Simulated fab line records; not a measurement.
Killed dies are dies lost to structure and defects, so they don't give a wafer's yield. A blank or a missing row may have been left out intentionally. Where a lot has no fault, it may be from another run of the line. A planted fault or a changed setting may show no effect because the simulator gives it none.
2 desks looking at one fault -- flow sky130 -- what lay behind the numbers comes last; until then each desk has only its own

== DESK OF THE TOOL OWNER: cvd-w-02 ==
The tool's own readings at SKY_VIA2_CVD_21 (deposits W, target thk 420 nm, time 126.4 s): means of the sampled wafers that have a number, for each lot that ran on this tool. The brackets show how far a lot's mean lies from the usual mean; more than 4 standard deviations puts the lot out of limits, marked OUT.
Columns: A = heater-power-outer-w at SKY_VIA2_CVD_21, usual 507 W; B = heater-power-w at SKY_VIA2_CVD_21, usual 834 W
lot,first seen here,A,B
L380,day 36 19:20,507,840
L381,day 37 06:17,517,841
L387,day 39 08:35,506,823
L388,day 39 16:38,464,742
L396,day 41 21:28,535,851
L398,day 42 15:15,489,800
L400,day 43 12:16,554,918
L401,day 43 13:53,500,792
This desk's verdict: no lot among the 8 shows anything out of limits.

== FROM THE METROLOGY DESK ==
What the gauges read for every lot (on any tool): the sampled wafers with a number, averaged. The brackets show how far a lot's mean lies from the usual mean; more than 4 standard deviations puts the lot out of limits, marked OUT.
Columns: A = VIA2_W_RS at SKY_VIA2_RS_MEAS_22, usual 0.271 ohm/sq; B = cd-nm at SKY_METAL3_CD_MEAS_13, usual 300.0 nm
lot,first seen here,A,B
L380,day 36 19:29,0.274,299.7
L381,day 37 06:25,0.273,300.7
L387,day 39 08:44,0.207 (-15) OUT,299.9
L388,day 39 16:46,0.201 (-17) OUT,301.6
L394,day 41 14:03,0.271,300.6
L396,day 41 21:36,0.272,301.6
L397,day 42 03:43,0.273,296.6
L398,day 42 15:24,0.269,299.8
L400,day 43 12:24,0.273,299.4
L401,day 43 14:01,0.270,299.5
L402,day 43 21:01,0.268,300.0
This desk's finding: out of limits on L387, L388; first on L387, day 39 08:44 (VIA2_W_RS at SKY_VIA2_RS_MEAS_22). L380, L381, L394, L396, L397, L398, L400, L401, L402: within limits.

== PUT TOGETHER ==
An alarm was possible from the metrology desk at day 39 08:44, on L387, L388.
The desk of the tool owner found nothing out of limits.
Tool owner's desk: L387, L388 on record, inside its limits.
On cvd-w-02, each named lot ran SKY_VIA2_CVD_21.

== WHAT THE SIMULATOR HAD PUT IN ==
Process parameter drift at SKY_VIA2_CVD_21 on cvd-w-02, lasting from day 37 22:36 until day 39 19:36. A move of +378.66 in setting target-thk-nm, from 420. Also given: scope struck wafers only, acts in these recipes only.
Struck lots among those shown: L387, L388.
Hours from the fault's start to each desk's first reading out of limits: the metrology desk, 34.
